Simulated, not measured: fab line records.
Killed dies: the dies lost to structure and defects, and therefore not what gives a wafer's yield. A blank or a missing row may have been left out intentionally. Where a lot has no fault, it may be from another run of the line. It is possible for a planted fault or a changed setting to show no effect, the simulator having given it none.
Which tool was responsible? | flow sky130 | 21 wafers from 7 lots sampled at 2 of the route's 708 steps

== WHAT THE GAUGES READ, wafer by wafer ==
SKY_PASSIVATION_THK_MEAS_01.
lot  | measured     | on           | PASSIVATION_CVD_00_THK (nm)
L188 | day 44 16:35 | filmMetro-02 | 90.1 88.7 91.0
L190 | day 45 10:58 | filmMetro-01 | 89.4 90.0 90.9
L196 | day 46 20:55 | filmMetro-01 | 90.1 91.1 90.6
L198 | day 47 07:59 | filmMetro-02 | 89.9 91.4 90.3
L204 | day 48 16:51 | filmMetro-02 | 89.3 90.9 90.2
L206 | day 48 22:33 | filmMetro-03 | 89.6 89.8 90.0
L209 | day 50 00:53 | filmMetro-03 | 87.8 91.4 91.6

== WHICH TOOL RAN EACH LOT (tool, then ch and the chambers of the sampled wafers, then the start) ==
lot  | SKY_VIA3_ETCH_14
L188 | rieDiel-01 ch 1,2,3, day 40 12:10
L190 | rieDiel-01 ch 0,3, day 41 08:31
L196 | rieDiel-02 ch 0,2,3, day 43 01:16
L198 | rieDiel-02 ch 0,1,2, day 43 12:13
L204 | rieDiel-03 ch 2,3, day 45 02:19
L206 | rieDiel-02 ch 0,2,3, day 45 07:01
L209 | rieDiel-02 ch 1,2,3, day 46 14:37
- SKY_VIA3_ETCH_14: etches BARC in N2/H2, stops on SiO2, time 45.9 s, target depth 60 nm.

== THE ANSWER, worked out from the rows above alone ==
Rule: the usual values come from the lots themselves. Put in order of their means at a reading, lots are off if they are a third of the lots or fewer, leave a main group of 4 or more, and stand apart from it by a gap of 3 or more times the standard deviation of the main group's means; of several such gaps the widest counts. A main group is skipped when, at the precision printed for the reading in the tables above, its means are all equal. A lot without any number at a reading at which 4 lots or more have one is off too. The other lots that the step has rows for count as sound.
No lot is off on any of the readings shown, so nothing can be concluded from this.

== WHAT THE SIMULATOR PUT IN ==
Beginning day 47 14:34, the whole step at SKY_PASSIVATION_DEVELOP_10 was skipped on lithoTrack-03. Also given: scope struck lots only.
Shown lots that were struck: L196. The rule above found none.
